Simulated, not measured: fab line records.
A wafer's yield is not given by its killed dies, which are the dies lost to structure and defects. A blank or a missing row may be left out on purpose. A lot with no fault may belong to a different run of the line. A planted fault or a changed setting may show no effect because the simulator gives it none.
2 desks looking at one fault | flow sky130 | only its own numbers are on each desk; what lay behind them is given at the end

== DESK OF THE TOOL OWNER: implanter-04 ==
The tool's own readings at SKY_LDD_N_IMPLANT_09, given as means over the sampled wafers that have a number, one for each lot that went through this tool. The brackets show how far a lot's mean lies from the usual mean; more than 4 standard deviations puts the lot out of limits, marked OUT.
Columns: A = beam-on-s at SKY_LDD_N_IMPLANT_09, usual 10.05 s; B = dose-ions-cm2 at SKY_LDD_N_IMPLANT_09, usual 7.498e+13; C = faraday-current-uA at SKY_LDD_N_IMPLANT_09, usual 421
lot  | first seen here | A     | B                           | C
L914 | day 19 13:07    | 10.21 | 7.493e+13                   | 413
L919 | day 21 13:25    | 10.05 | 7.497e+13                   | 419
L924 | day 23 14:23    | 10.83 | 9.316e+13 (+99 or more) OUT | 484 (+6.7) OUT
L926 | day 24 04:32    | 10.66 | 9.311e+13 (+99 or more) OUT | 491 (+7.5) OUT
Finding of this desk: L924, L926 out of limits; the first was L924 at day 23 14:23, on dose-ions-cm2 at SKY_LDD_N_IMPLANT_09. L914, L919 stayed within limits.

== METROLOGY DESK ==
What the gauges read, lot by lot, whatever tool the lot ran on: means of the sampled wafers that have a number. The brackets show how far a lot's mean lies from the usual mean; more than 4 standard deviations puts the lot out of limits, marked OUT.
Columns: A = GATE_OXIDE_OVL at SKY_GATE_OXIDE_OVL_MEAS_10, usual 0.3 nm; B = POLY_GATE_CVD_00_THK at SKY_POLY_GATE_THK_MEAS_01, usual 180.3 nm
lot  | first seen here | A    | B
L909 | day 13 17:47    | -1.0 | 180.0
L910 | day 14 04:53    | -0.8 | 177.5
L911 | day 14 07:16    | 1.0  | 180.6
L913 | day 15 05:35    | -0.2 | 179.7
L914 | day 15 11:07    | 2.4  | 179.0
L916 | day 16 06:20    | 2.1  | 179.8
L919 | day 17 09:02    | -2.5 | 183.2
L924 | day 19 11:38    | -1.9 | 181.2
L926 | day 19 23:14    | -0.8 | 177.7
L930 | day 21 15:47    | -0.9 | 182.8
L931 | day 21 21:35    | 2.8  | 182.8
This desk found nothing out of limits on any of the 11 lots.

== TAKEN TOGETHER ==
The tool owner's desk had the chance to raise an alarm at day 23 14:23 on L924, L926.
From the metrology desk's view, nothing was out of limits.
The metrology desk holds a record of L924, L926, inside its limits.
On implanter-04, each named lot ran SKY_LDD_N_IMPLANT_09.

== WHAT WAS PUT IN BY THE SIMULATOR ==
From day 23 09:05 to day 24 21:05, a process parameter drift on implanter-04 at SKY_LDD_N_IMPLANT_09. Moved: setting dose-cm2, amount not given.
Shown lots that were struck: L924, L926.
Time in hours from fault onset to the first out-of-limits reading at each desk: the tool owner's desk, 5.
